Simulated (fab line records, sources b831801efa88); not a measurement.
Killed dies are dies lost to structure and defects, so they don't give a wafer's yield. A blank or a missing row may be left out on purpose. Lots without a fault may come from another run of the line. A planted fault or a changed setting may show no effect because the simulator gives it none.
Which tool did it? | flow gf180mcu | 15 lots, 45 wafers sampled, at 2 steps of a route of 602

WHAT THE GAUGES READ, wafer by wafer
GF_V4_THK_MEAS_25: measures by xrf.
lot  | measured     | on            | V4_W_THK (nm)
L695 | day 25 00:28 | film_metro-03 | 355 354 357
L696 | day 25 10:47 | film_metro-03 | 348 350 354
L697 | day 25 13:23 | film_metro-01 | 353 354 356
L698 | day 25 16:56 | film_metro-01 | 350 346 349
L699 | day 26 00:16 | film_metro-02 | 344 344 348
L700 | day 26 05:17 | film_metro-02 | 352 347 355
L701 | day 26 23:44 | film_metro-03 | 344 348 351
L703 | day 27 11:52 | film_metro-02 | 350 350 348
L705 | day 28 02:21 | film_metro-02 | 350 351 351
L707 | day 28 22:20 | film_metro-03 | 349 357 354
L708 | day 29 05:54 | film_metro-03 | 355 356 354
L709 | day 29 08:23 | film_metro-02 | 345 345 346
L715 | day 30 19:41 | film_metro-02 | 339 349 349
L716 | day 31 05:03 | film_metro-03 | 350 348 352
L717 | day 31 06:20 | film_metro-03 | 353 352 350

WHICH TOOL RAN EACH LOT (tool, then ch and the chambers of the sampled wafers, then the start)
lot  | GF_V4_SPUTTER_21
L695 | pvd_sputter-01, day 25 00:08
L696 | pvd_sputter-03, day 25 10:27
L697 | pvd_sputter-01, day 25 13:02
L698 | pvd_sputter-01, day 25 16:37
L699 | pvd_sputter-02, day 25 23:55
L700 | pvd_sputter-03, day 26 04:56
L701 | pvd_sputter-01, day 26 23:25
L703 | pvd_sputter-03, day 27 11:32
L705 | pvd_sputter-01, day 28 02:01
L707 | pvd_sputter-01, day 28 22:00
L708 | pvd_sputter-03, day 29 05:34
L709 | pvd_sputter-02, day 29 08:02
L715 | pvd_sputter-01, day 30 19:20
L716 | pvd_sputter-02, day 31 04:42
L717 | pvd_sputter-03, day 31 05:59
- GF_V4_SPUTTER_21: material Ti, target thk 15 nm, time 80.02 s.

WHAT THE TOOLS THEMSELVES READ (means of the sampled wafers that have a number; where no wafer has one, the mark that the record gives instead)
GF_V4_SPUTTER_21.
lot  | tool           | cathode_dc_power_W (W) | throttle_valve_pct (%)
L695 | pvd_sputter-01 | 2499.9                 | 30.0
L696 | pvd_sputter-03 | 2499.8                 | 30.8
L697 | pvd_sputter-01 | 2500.0                 | 31.0
L698 | pvd_sputter-01 | 2500.1                 | 30.0
L699 | pvd_sputter-02 | 2499.9                 | 30.4
L700 | pvd_sputter-03 | 2500.3                 | 30.3
L701 | pvd_sputter-01 | 2500.3                 | 30.0
L703 | pvd_sputter-03 | 2500.0                 | 30.9
L705 | pvd_sputter-01 | 2499.6                 | 29.2
L707 | pvd_sputter-01 | 2499.9                 | 30.6
L708 | pvd_sputter-03 | 2500.0                 | 31.5
L709 | pvd_sputter-02 | 2500.2                 | 30.7
L715 | pvd_sputter-01 | 2500.2                 | 29.1
L716 | pvd_sputter-02 | 2499.6                 | 30.6
L717 | pvd_sputter-03 | 2500.4                 | 30.1

THE ANSWER, worked out from the rows above alone
Rule: what is usual is taken from the lots themselves. Put in order of their means at a reading, lots are off if they are a third of the lots or fewer, leave a main group of 4 or more, and stand apart from it by a gap of 3 or more times the standard deviation of the main group's means; of several such gaps the widest counts. A main group whose means are all the same, to the digits that the tables above print for the reading, isn't used. A lot without any number at a reading at which 4 lots or more have one is off too. The other lots that the step has rows for count as sound. The gauges are gone through in route order, then the tools' own readings, and for those a lot's mean is taken as printed above. The first step at which some lot is off is used, and at that step the reading that is off furthest; a lot without a number counts as furthest.
No lot is off at any reading shown: from this, nothing can be told.

WHAT THE SIMULATOR HAD PUT IN
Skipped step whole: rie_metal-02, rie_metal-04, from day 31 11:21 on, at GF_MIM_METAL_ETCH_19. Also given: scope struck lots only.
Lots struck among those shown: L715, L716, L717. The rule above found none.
